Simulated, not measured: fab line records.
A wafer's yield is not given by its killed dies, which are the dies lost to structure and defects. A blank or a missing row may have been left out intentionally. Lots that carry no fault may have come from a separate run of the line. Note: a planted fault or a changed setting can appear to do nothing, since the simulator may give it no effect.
fab line records    flow sky130
record: lots: 6  wafers: 18  last-day: 50
route steps=708 shown RES_XHIGH@339 SD_N@342 SD_P@359 PAD_OPEN@708
lots that met no fault: from a run of the same line without faults
start-h: the number of hours between the record's first day and the start of the first shown wafer of the lot    wait-h: time in hours since the lot's previous step    " the same as in the row above    L1.1+2: a row that stands for several wafers    - no value, or no start was given    * or withheld: withheld    < > ~ a bound
route shown NAME@n: names a module that has steps shown in the file, with the first one's number in the route    usual: mean/standard deviation taken from wafers without a fault    same: alike in all rows    chamber/n: place in a boat    sites: readings site by site    _std_site: standard deviation across them    _edge_site: the outer-site mean with the inner-site mean subtracted    radius-mm: for every site, how far away it sits from the centre of the wafer    mask NAME#n: copy n    behind: the tool/chamber that last shaped the wafer    hold: why the lot went on hold/how many hours it stayed there/how the hold came to an end    device: whichever transistor did not switch (one of n, p or np)    end of line: the tests these same wafers got at the end of their route    for a step that has no rows: nothing shown but its recipe    killed: dies lost to structure and defects at the first sort, not the wafer's yield    map: a wafer's dies, marking killed ones x, the rest . and places with no die _
set.NAME: the setting that was run; set.NAME@STEP: the one run at that earlier step    model.NAME: the simulator's own value behind a step, which no gauge read
lots at selected steps of the route; one table per step, one row per wafer
services: the hour from which a tool's chamber was out of use, counted from the record's first day as start-h (under 0 if before that day), plus the number of hours and why
== steps ==
step: SKY_RES_XHIGH_IMPLANT_07
recipe: species: BF2  energy-kev: 20  dose-cm2: 3.6e+14  tilt-deg: 0
step: SKY_RES_XHIGH_STRIP_08
recipe: chemistry: O2/N2  power-w: 1400  pressure-mtorr: 1500  platen-temp-c: withheld  o2-flow-sccm: 3000  n2-flow-sccm: 300  overash-fraction: 0.5
usual: drypump-motor-current-A: 5.3/0.4  oes-product-au: 0.711/0.0043  strip-time-to-endpoint-s: 14.27/0.039
lot.wafer  tool             chamber  start-h  wait-h  drypump-motor-current-A  oes-product-au  rf-hours-counter-h  strip-time-to-endpoint-s
L773.2     plasma-asher-01  1        637.75   0.1     5.4                      0.713           21                  14.27
L773.5     "                1        "        "       5.4                      0.710           -                   14.30
L773.6     "                0        "        "       4.8                      0.715           -                   14.29
L778.1     plasma-asher-04  1        677.90   0.1     5.3                      0.708           75                  14.28
L778.4     "                0        "        "       5.1                      0.705           -                   14.27
L778.5     "                1        "        "       5.2                      0.709           -                   14.29
L779.2     plasma-asher-04  1        682.27   0.1     5.2                      0.716           75                  14.24
L779.4     "                0        "        "       5.1                      0.709           -                   14.28
L779.6     "                0        "        "       5.2                      0.717           -                   14.27
L790.2     plasma-asher-01  1        768.96   0.1     5.4                      0.707           37                  14.21
L790.3     "                1        "        "       5.4                      0.706           -                   14.24
L790.4     "                0        "        "       4.8                      0.714           -                   14.31
L791.3     plasma-asher-03  1        782.70   0.1     5.8                      0.712           -                   14.26
L791.4     "                0        "        "       6.0                      0.708           -                   14.30
L791.5     "                0        "        "       6.0                      0.707           -                   14.29
L794.1     plasma-asher-04  0        794.80   0.1     5.1                      0.701           85                  14.23
L794.5     "                1        "        "       5.3                      0.714           -                   14.24
L794.6     "                0        "        "       5.1                      0.708           -                   14.28
step: SKY_RES_XHIGH_TW_MEAS_09
usual: RES_XHIGH_TW: 1621/14
lot.wafer  tool           chamber  start-h  wait-h  RES_XHIGH_TW
L773.2     film-metro-02  -        637.86   0.1     1644
L773.5     "              -        "        "       1643
L773.6     "              -        "        "       1629
L778.1     film-metro-01  -        678.00   0.1     1618
L778.4     "              -        "        "       1611
L778.5     "              -        "        "       1615
L779.2     film-metro-02  -        682.38   0.1     1661
L779.4     "              -        "        "       1648
L779.6     "              -        "        "       1656
L790.2     film-metro-01  -        769.07   0.1     1612
L790.3     "              -        "        "       1617
L790.4     "              -        "        "       1617
L791.3     film-metro-01  -        782.78   0.1     1605
L791.4     "              -        "        "       1617
L791.5     "              -        "        "       1606
L794.1     film-metro-02  -        794.90   0.1     1644
L794.5     "              -        "        "       1646
L794.6     "              -        "        "       1650
step: SKY_SD_N_DEHYDRATE_00
recipe: temp-c: 200  time-s: 60
step: SKY_SD_N_HMDS_01
recipe: prime-time-s: 60  prime-temp-c: 120
step: SKY_SD_N_COAT_02
recipe: resist: NOVOLAK  spin-rpm: 3000  resist-thk-nm: 1140
step: SKY_SD_N_SOFTBAKE_03
recipe: temp-c: 90  time-s: 60  resist: NOVOLAK
step: SKY_SD_N_EXPOSE_04
recipe: mask-id: NSDM  na: 0.6  source-shape: conventional  sigma-outer: 0.6  polarization: unpolarized  target-cd-nm: 380  dose-mj: 141
step: SKY_SD_N_PEB_05
recipe: temp-c: withheld  time-s: *  resist: NOVOLAK
step: SKY_SD_N_DEVELOP_06
recipe: resist: NOVOLAK  developer: TMAH  develop-time-s: 60  dev-temp-c: 23
step: SKY_SD_N_CD_MEAS_07
recipe: target-cd-nm: 380
usual: cd-nm: 380.3/2.8
lot.wafer  tool       chamber  start-h  wait-h  cd-nm
L773.2     cd-sem-02  -        665.59   0.1     380.5
L773.5     "          -        "        "       382.1
L773.6     "          -        "        "       380.6
L778.1     cd-sem-01  -        705.61   0.1     377.6
L778.4     "          -        "        "       377.9
L778.5     "          -        "        "       377.7
L779.2     cd-sem-02  -        710.39   0.1     378.5
L779.4     "          -        "        "       381.4
L779.6     "          -        "        "       381.0
L790.2     cd-sem-02  -        795.13   0.1     377.6
L790.3     "          -        "        "       377.3
L790.4     "          -        "        "       379.0
L791.3     cd-sem-01  -        809.19   0.1     381.2
L791.4     "          -        "        "       380.9
L791.5     "          -        "        "       382.0
L794.1     cd-sem-02  -        821.56   0.1     383.0
L794.5     "          -        "        "       382.6
L794.6     "          -        "        "       380.7
step: SKY_SD_N_OVL_MEAS_08
usual: SD_N_OVL: -0.8/1.7
lot.wafer  tool        chamber  start-h  wait-h  SD_N_OVL[nm]
L773.2     overlay-02  -        665.70   0.1     1.0
L773.5     "           -        "        "       0.0
L773.6     "           -        "        "       1.7
L778.1     overlay-01  -        705.73   0.1     2.7
L778.4     "           -        "        "       -0.7
L778.5     "           -        "        "       1.0
L779.2     overlay-02  -        710.50   0.1     0.3
L779.4     "           -        "        "       -2.1
L779.6     "           -        "        "       -2.1
L790.2     overlay-02  -        795.24   0.1     -0.7
L790.3     "           -        "        "       -1.2
L790.4     "           -        "        "       0.7
L791.3     overlay-01  -        809.28   0.1     -0.1
L791.4     "           -        "        "       -1.0
L791.5     "           -        "        "       -0.8
L794.1     overlay-02  -        821.68   0.1     -2.7
L794.5     "           -        "        "       -0.2
L794.6     "           -        "        "       -2.1
step: SKY_SD_N_IMPLANT_09
recipe: species: As  energy-kev: 50  dose-cm2: 4e+15  tilt-deg: 0
usual: beam-energy-keV: 50.004/0.016  tilt-deg: -0.002/0.021
lot.wafer  tool          chamber  start-h  wait-h  beam-energy-keV  tilt-deg  model.implant.rp-nm  model.implant.drp-nm
L773.2     implanter-02  0        665.75   0.0     49.998           0.028     31.32                14.11
L773.5     "             0        "        "       50.022           0.016     31.32                14.11
L773.6     "             0        "        "       50.010           0.018     31.32                14.11
L778.1     implanter-04  0        705.77   0.0     39.175           0.007     26.14                11.77
L778.4     "             0        "        "       39.175           0.012     26.14                11.77
L778.5     "             0        "        "       39.169           0.009     26.14                11.77
L779.2     implanter-04  0        710.55   0.0     39.164           0.037     26.38                11.77
L779.4     "             0        "        "       39.136           0.012     26.38                11.77
L779.6     "             0        "        "       39.181           -0.008    26.38                11.77
L790.2     implanter-01  0        795.29   0.0     49.988           0.020     31.78                14.11
L790.3     "             0        "        "       49.997           0.009     31.78                14.11
L790.4     "             0        "        "       49.996           0.014     31.78                14.11
L791.3     implanter-04  0        809.35   0.1     49.985           -0.018    32.17                14.11
L791.4     "             0        "        "       49.980           -0.015    32.17                14.11
L791.5     "             0        "        "       50.039           -0.006    32.17                14.11
L794.1     implanter-04  0        821.72   0.0     49.995           0.016     32.77                14.11
L794.5     "             0        "        "       49.993           0.058     32.77                14.11
L794.6     "             0        "        "       49.962           0.023     32.77                14.11
step: SKY_SD_N_IMPLANT_10
recipe: species: P  energy-kev: 20  dose-cm2: 1e+14  tilt-deg: 0
step: SKY_SD_N_STRIP_11
recipe: chemistry: O2/N2  power-w: 1400  pressure-mtorr: 1500  platen-temp-c: withheld  o2-flow-sccm: 3000  n2-flow-sccm: 300  overash-fraction: 0.5
usual: drypump-motor-current-A: 5.3/0.32  oes-product-au: 0.527/0.0047  strip-time-to-endpoint-s: 22.54/0.053
lot.wafer  tool             chamber  start-h  wait-h  drypump-motor-current-A  oes-product-au  rf-hours-counter-h  strip-time-to-endpoint-s
L773.2     plasma-asher-01  0        666.03   0.1     4.8                      0.527           25                  22.49
L773.5     "                0        "        "       4.8                      0.532           -                   22.49
L773.6     "                1        "        "       5.4                      0.518           -                   22.48
L778.1     plasma-asher-01  0        706.07   0.1     4.8                      0.554           30                  20.95
L778.4     "                1        "        "       5.5                      0.554           -                   20.82
L778.5     "                1        "        "       5.5                      0.551           -                   20.87
L779.2     plasma-asher-02  0        710.83   0.1     5.5                      0.549           59                  20.89
L779.4     "                0        "        "       5.5                      0.547           -                   20.91
L779.6     "                1        "        "       5.7                      0.551           -                   20.93
L790.2     plasma-asher-01  0        795.57   0.1     4.8                      0.528           40                  22.58
L790.3     "                1        "        "       5.4                      0.527           -                   22.63
L790.4     "                0        "        "       4.8                      0.531           -                   22.60
L791.3     plasma-asher-01  0        809.64   0.1     4.8                      0.529           -                   22.54
L791.4     "                1        "        "       5.4                      0.535           -                   22.48
L791.5     "                1        "        "       5.4                      0.526           -                   22.52
L794.1     plasma-asher-04  0        822.02   0.1     5.1                      0.523           88                  22.50
L794.5     "                1        "        "       5.3                      0.530           -                   22.57
L794.6     "                0        "        "       5.1                      0.525           -                   22.55
step: SKY_SD_N_TW_MEAS_12
usual: SD_N_TW: 3934/39
lot.wafer  tool           chamber  start-h  wait-h  SD_N_TW
L773.2     film-metro-01  -        666.14   0.1     3866
L773.5     "              -        "        "       3891
L773.6     "              -        "        "       3878
L778.1     film-metro-03  -        706.17   0.1     3689
L778.4     "              -        "        "       3690
L778.5     "              -        "        "       3684
L779.2     film-metro-02  -        710.94   0.1     3744
L779.4     "              -        "        "       3739
L779.6     "              -        "        "       3769
L790.2     film-metro-01  -        795.68   0.1     3887
L790.3     "              -        "        "       3892
L790.4     "              -        "        "       3889
L791.3     film-metro-01  -        809.72   0.1     3877
L791.4     "              -        "        "       3893
L791.5     "              -        "        "       3906
L794.1     film-metro-02  -        822.12   0.1     3993
L794.5     "              -        "        "       3979
L794.6     "              -        "        "       3986
step: SKY_SD_N_CLEAN_13
recipe: chemistry: SC1/SC2  mix: 1:4:20  temp-c: 70  time-s: 150  dry: n2-spin
step: SKY_SD_N_RTA_14
recipe: temp-c: 1075  time-s: 2  idle-temp-c: 650  ramp-up-c-per-s: 150  ramp-down-c-per-s: 90  ambient: N2
usual: chamber-o2-ppm: 2.000/0.021  lamp-power-pct: 15.73/0.054  wafer_temp_C_max: 1078.2/1.2
same: time-s: 2
lot.wafer  tool           chamber  start-h  wait-h  chamber-o2-ppm  lamp-power-pct  wafer_temp_C_max
L773.2     rtp-anneal-01  0        666.24   0.0     1.994           15.70           1076.7
L773.5     "              0        "        "       1.992           15.75           1078.3
L773.6     "              0        "        "       1.993           15.72           1079.3
L778.1     rtp-anneal-02  0        706.28   0.0     2.001           15.69           1078.1
L778.4     "              0        "        "       1.991           15.75           1078.8
L778.5     "              0        "        "       1.980           15.81           1077.6
L779.2     rtp-anneal-01  0        711.04   0.0     2.000           15.71           1081.6
L779.4     "              0        "        "       2.001           15.82           1080.5
L779.6     "              0        "        "       2.000           15.71           1077.8
L790.2     rtp-anneal-02  0        795.79   0.0     1.966           15.70           1076.6
L790.3     "              0        "        "       1.987           15.80           1078.7
L790.4     "              0        "        "       1.997           15.70           1078.1
L791.3     rtp-anneal-01  0        809.83   0.0     1.997           15.71           1078.9
L791.4     "              0        "        "       1.991           15.73           1078.2
L791.5     "              0        "        "       2.030           15.78           1079.4
L794.1     rtp-anneal-02  0        822.23   0.0     1.976           15.69           1078.7
L794.5     "              0        "        "       2.002           15.72           1077.5
L794.6     "              0        "        "       1.975           15.71           1078.7
step: SKY_SD_N_RS_MEAS_16
recipe: thk-meas-gauge: four-point-probe
usual: SD_N_RS: 68.61/0.16
lot.wafer  tool           chamber  start-h  wait-h  SD_N_RS[ohm/sq]
L773.2     film-metro-03  -        666.43   0.1     68.65
L773.5     "              -        "        "       68.80
L773.6     "              -        "        "       68.71
L778.1     film-metro-03  -        706.46   0.1     77.40
L778.4     "              -        "        "       77.43
L778.5     "              -        "        "       77.26
L779.2     film-metro-01  -        711.23   0.1     77.25
L779.4     "              -        "        "       77.25
L779.6     "              -        "        "       77.15
L790.2     film-metro-03  -        795.97   0.1     68.61
L790.3     "              -        "        "       68.77
L790.4     "              -        "        "       68.71
L791.3     film-metro-03  -        810.03   0.1     68.80
L791.4     "              -        "        "       68.75
L791.5     "              -        "        "       68.68
L794.1     film-metro-03  -        822.40   0.1     68.77
L794.5     "              -        "        "       68.62
L794.6     "              -        "        "       68.79
step: SKY_SD_N_RS_MEAS_17
recipe: thk-meas-gauge: four-point-probe
usual: SD_P_RS: 147.2/0.43
lot.wafer  tool           chamber  start-h  wait-h  SD_P_RS[ohm/sq]
L773.2     film-metro-03  -        666.55   0.1     147.7
L773.5     "              -        "        "       147.3
L773.6     "              -        "        "       146.8
L778.1     film-metro-03  -        706.58   0.1     147.6
L778.4     "              -        "        "       147.2
L778.5     "              -        "        "       147.7
L779.2     film-metro-01  -        711.35   0.1     146.9
L779.4     "              -        "        "       146.9
L779.6     "              -        "        "       147.1
L790.2     film-metro-03  -        796.09   0.1     147.8
L790.3     "              -        "        "       147.3
L790.4     "              -        "        "       147.2
L791.3     film-metro-03  -        810.15   0.1     147.2
L791.4     "              -        "        "       147.4
L791.5     "              -        "        "       147.2
L794.1     film-metro-03  -        822.52   0.1     146.8
L794.5     "              -        "        "       147.0
L794.6     "              -        "        "       146.9
step: SKY_PAD_OPEN_PROBE_99
usual: killed_at_M0_to_M3: 44/6.8  killed_at_M4_up: 3.4/2  killed-at-contacts: 24/5.2  killed-at-front-end: 15/5.2  killed-at-other: 0.2/0.46  killed-dies: 87/9.8  killed-open: 47/7.5  killed-short: 39/6.8
same: gross-dies: 492  killed-at-back-side: 0
lot.wafer  tool       chamber  start-h  wait-h  killed_at_M0_to_M3  killed_at_M4_up  killed-at-contacts  killed-at-front-end  killed-at-other  killed-dies  killed-open  killed-short  model.etest.res-ndiff.line-ohm-um  model.etest.sonos-uncharged.r-on-ohm-um  model.etest.res-ndiff.rs-ohm-sq  model.etest.res-ndiff-hv.rs-ohm-sq
L773.2     prober-02  -        1089.39  0.1     38                  4                21                  15                   1                79           45           34            768.5                              809.6                                    121.1                            116
L773.5     prober-02  -        1089.54  0.2     41                  1                35                  17                   0                94           49           45            769.6                              801.9                                    120.8                            115.8
L773.6     prober-02  -        1089.59  0.2     48                  2                18                  14                   0                82           48           34            770.5                              814.8                                    121.5                            115.8
L778.1     prober-01  -        1119.72  0.1     49                  2                29                  11                   0                91           49           42            848.9                              823.5                                    132.7                            126.4
L778.4     prober-01  -        1119.87  0.2     44                  1                29                  15                   0                89           43           46            861.5                              831.5                                    133.1                            125.5
L778.5     prober-01  -        1119.92  0.2     47                  2                23                  12                   0                84           46           38            848.2                              822.9                                    133                              125.8
L779.2     prober-02  -        1124.46  0.1     45                  5                15                  15                   1                81           38           43            827.2                              834.6                                    131.2                            126.3
L779.4     prober-02  -        1124.56  0.2     30                  5                34                  17                   0                86           43           43            847.4                              839.7                                    133                              125.1
L779.6     prober-02  -        1124.66  0.2     56                  4                32                  19                   0                111          62           49            843                                835.6                                    132.8                            126.4
L790.2     prober-01  -        1180.79  0.1     42                  3                28                  8                    0                81           42           39            774.3                              809.6                                    120.7                            114.3
L790.3     prober-01  -        1180.84  0.2     48                  1                28                  14                   0                91           40           51            759.5                              804                                      119.7                            113.6
L790.4     prober-01  -        1180.89  0.2     39                  1                28                  16                   0                84           50           34            760.1                              815.3                                    120.2                            114.3
L791.3     prober-02  -        1186.67  0.2     48                  4                25                  12                   1                90           42           48            765.3                              821                                      118.4                            112.8
L791.4     prober-02  -        1186.72  0.2     42                  5                17                  10                   0                74           31           43            775.9                              818.2                                    118.4                            112.8
L791.5     prober-02  -        1186.77  0.2     45                  2                26                  20                   0                93           58           35            760.1                              811.1                                    119.5                            111.8
L794.1     prober-01  -        1196.49  0.1     48                  8                15                  14                   0                85           46           39            752.9                              787                                      119                              111.6
L794.5     prober-01  -        1196.69  0.2     30                  8                28                  16                   0                82           45           37            753.1                              812.5                                    117.4                            111.2
L794.6     prober-01  -        1196.74  0.2     52                  5                22                  11                   0                90           49           41            754.6                              795.1                                    117.8                            112.1
killed by level:class
L773.2 VIA1:geometric-particle:open=13 CONTACT:geometric-particle:open=9 FIELD_ISO:geometric-particle:open=5 LI_CONTACT:geometric-particle:open=4 CONTACT:geometric-particle:short=4 METAL2:geometric-particle:short=4 VIA2:geometric-particle:short=4 VIA3:geometric-particle:open=4
L773.5 LI_CONTACT:geometric-particle:open=12 VIA1:geometric-particle:open=10 CONTACT:geometric-particle:open=9 CONTACT:geometric-particle:short=6 METAL2:geometric-particle:short=6 VIA2:geometric-particle:open=6 FIELD_ISO:geometric-particle:short=5 POLY_GATE:geometric-particle:short=5
L773.6 VIA1:geometric-particle:open=19 VIA3:geometric-particle:open=9 CONTACT:geometric-particle:short=7 METAL1:geometric-particle:short=6 FIELD_ISO:geometric-particle:short=5 LI_CONTACT:geometric-particle:open=5 VIA2:geometric-particle:open=5 POLY_GATE:geometric-particle:open=3
L778.1 VIA2:geometric-particle:open=11 VIA1:geometric-particle:open=9 CONTACT:geometric-particle:open=7 CONTACT:geometric-particle:short=7 METAL1:geometric-particle:short=7 LI_CONTACT:geometric-particle:open=6 LOCAL_INTERCONNECT:geometric-particle:short=5 METAL2:geometric-particle:short=5
L778.4 VIA2:geometric-particle:open=9 VIA3:geometric-particle:open=9 METAL2:geometric-particle:short=7 CONTACT:geometric-particle:short=7 LI_CONTACT:geometric-particle:open=7 VIA1:geometric-particle:open=6 LOCAL_INTERCONNECT:geometric-particle:short=5 CONTACT:geometric-particle:open=5
L778.5 VIA1:geometric-particle:open=9 CONTACT:geometric-particle:open=8 METAL1:geometric-particle:short=8 VIA3:geometric-particle:open=7 METAL2:geometric-particle:short=6 VIA2:geometric-particle:open=6 CONTACT:geometric-particle:short=5 LI_CONTACT:geometric-particle:open=4
L779.2 VIA1:geometric-particle:open=12 POLY_GATE:geometric-particle:short=8 CONTACT:geometric-particle:open=8 METAL2:geometric-particle:short=7 METAL1:geometric-particle:short=5 VIA1:geometric-particle:short=5 CONTACT:geometric-particle:short=4 VIA2:geometric-particle:open=4
L779.4 CONTACT:geometric-particle:short=11 VIA1:geometric-particle:open=10 LI_CONTACT:geometric-particle:open=9 CONTACT:geometric-particle:open=8 FIELD_ISO:geometric-particle:short=4 FIELD_ISO:geometric-particle:open=4 LOCAL_INTERCONNECT:geometric-particle:short=4 VIA1:geometric-particle:short=4
L779.6 VIA1:geometric-particle:open=18 VIA2:geometric-particle:open=9 CONTACT:geometric-particle:open=8 CONTACT:geometric-particle:short=8 VIA1:geometric-particle:short=8 LOCAL_INTERCONNECT:geometric-particle:short=7 VIA3:geometric-particle:open=6 FIELD_ISO:geometric-particle:open=5
L790.2 CONTACT:geometric-particle:open=16 METAL1:geometric-particle:short=8 VIA1:geometric-particle:open=7 METAL2:geometric-particle:short=6 VIA2:geometric-particle:open=5 LI_CONTACT:geometric-particle:open=4 VIA1:geometric-particle:short=4 VIA3:geometric-particle:open=4
L790.3 VIA1:geometric-particle:open=12 METAL1:geometric-particle:short=10 LI_CONTACT:geometric-particle:open=7 METAL2:geometric-particle:short=7 CONTACT:geometric-particle:open=6 LOCAL_INTERCONNECT:geometric-particle:short=5 CONTACT:geometric-particle:short=5 FIELD_ISO:geometric-particle:short=4
L790.4 CONTACT:geometric-particle:open=11 VIA1:geometric-particle:open=9 LI_CONTACT:geometric-particle:open=8 VIA2:geometric-particle:open=8 VIA3:geometric-particle:open=6 FIELD_ISO:geometric-particle:open=4 METAL2:geometric-particle:short=4 FIELD_ISO:geometric-particle:short=3
L791.3 VIA1:geometric-particle:open=11 VIA1:geometric-particle:short=10 CONTACT:geometric-particle:open=6 LI_CONTACT:geometric-particle:open=5 VIA2:geometric-particle:open=5 LOCAL_INTERCONNECT:geometric-particle:short=5 CONTACT:geometric-particle:short=5 METAL1:geometric-particle:short=4
L791.4 METAL1:geometric-particle:short=11 VIA1:geometric-particle:open=10 CONTACT:geometric-particle:open=5 VIA1:geometric-particle:short=5 VIA3:geometric-particle:short=5 FIELD_ISO:geometric-particle:short=4 LI_CONTACT:geometric-particle:open=4 METAL2:geometric-particle:short=4
L791.5 VIA1:geometric-particle:open=17 LI_CONTACT:geometric-particle:open=9 FIELD_ISO:geometric-particle:open=8 CONTACT:geometric-particle:open=8 METAL1:geometric-particle:short=7 FIELD_ISO:geometric-particle:short=5 VIA2:geometric-particle:open=5 POLY_GATE:geometric-particle:short=4
L794.1 VIA3:geometric-particle:open=11 LI_CONTACT:geometric-particle:open=9 VIA1:geometric-particle:open=8 METAL1:geometric-particle:short=7 METAL4:geometric-particle:short=6 VIA1:geometric-particle:short=6 METAL3:geometric-particle:short=6 POLY_GATE:geometric-particle:open=4
L794.5 LI_CONTACT:geometric-particle:open=9 VIA1:geometric-particle:open=8 LOCAL_INTERCONNECT:geometric-particle:short=7 FIELD_ISO:geometric-particle:open=6 CONTACT:geometric-particle:open=6 VIA2:geometric-particle:open=5 METAL4:geometric-particle:short=5 CONTACT:geometric-particle:short=4
L794.6 VIA1:geometric-particle:open=11 CONTACT:geometric-particle:open=9 METAL2:geometric-particle:short=8 LI_CONTACT:geometric-particle:open=7 VIA3:geometric-particle:open=7 METAL1:geometric-particle:short=5 VIA2:geometric-particle:open=5 VIA1:geometric-particle:short=5
== services ==
tool             chamber  start-h  hours  kind
plasma-asher-04  -        615.75   1.4    repair
plasma-asher-04  -        627.91   2.8    pm
plasma-asher-04  -        634.81   35.2   repair
implanter-02     -        676.76   3.1    repair
plasma-asher-02  -        683.55   4.7    repair
implanter-04     -        683.87   0.6    repair
plasma-asher-02  -        685.46   1.5    repair
implanter-04     -        721.17   3.9    repair
plasma-asher-04  -        723.89   4.9    repair
plasma-asher-03  -        733.75   9.0    pm
plasma-asher-03  0        733.75   9.0    vent-cycle
plasma-asher-03  1        733.75   9.0    vent-cycle
implanter-04     -        736.73   3.4    repair
plasma-asher-03  0        742.75   -      clean
plasma-asher-03  1        742.75   -      clean
plasma-asher-04  -        744.11   8.0    repair
plasma-asher-04  -        770.23   3.6    repair
implanter-02     -        785.71   7.2    pm
implanter-04     -        799.31   4.5    pm
implanter-01     -        808.56   3.2    repair
implanter-01     -        812.39   0.8    repair
implanter-02     -        814.34   2.4    repair
== key ==
first-sign: step: SKY_SD_N_IMPLANT_09  reading: beam-energy-keV  direction: down  sigmas: 99+  usual: *  struck: *
effect: step: SKY_SD_N_STRIP_11  reading: strip-time-to-endpoint-s  direction: down  sigmas: 31  usual: *  struck: *
effect: step: SKY_SD_N_TW_MEAS_12  reading: SD_N_TW  direction: down  sigmas: 5.4  usual: 3934  struck: 3719
effect: step: SKY_SD_N_RS_MEAS_16  reading: SD_N_RS  direction: up  sigmas: 54  usual: 68.61  struck: 77.29
model-effect: step: SKY_SD_N_IMPLANT_09  value: implant.rp-nm  without: 31.96  struck: 26.26
model-effect: step: SKY_PAD_OPEN_PROBE_99  value: etest.res-ndiff.line-ohm-um  without: 766.3  struck: 846
met-at SKY_SD_N_IMPLANT_09
struck-wafers L778.1,L778.4,L778.5,L779.2,L779.4,L779.6
tester-left-out L778,L779
fault: kind: process-parameter-drift  tool: implanter-04  chamber: -  onset-h: 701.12  steps: SKY_SD_N_IMPLANT_09  channel: energy-kev  offset: *  shape: step  end-h: 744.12  acts-in: *  stated: *
tester-left-out: of these lots the tester's yield and bins aren't shown, on N5 and GAA mostly nor the transistor test; their killed dies are dies lost to structure and defects alone, not to doping, threshold or leakage, so they don't give the yield
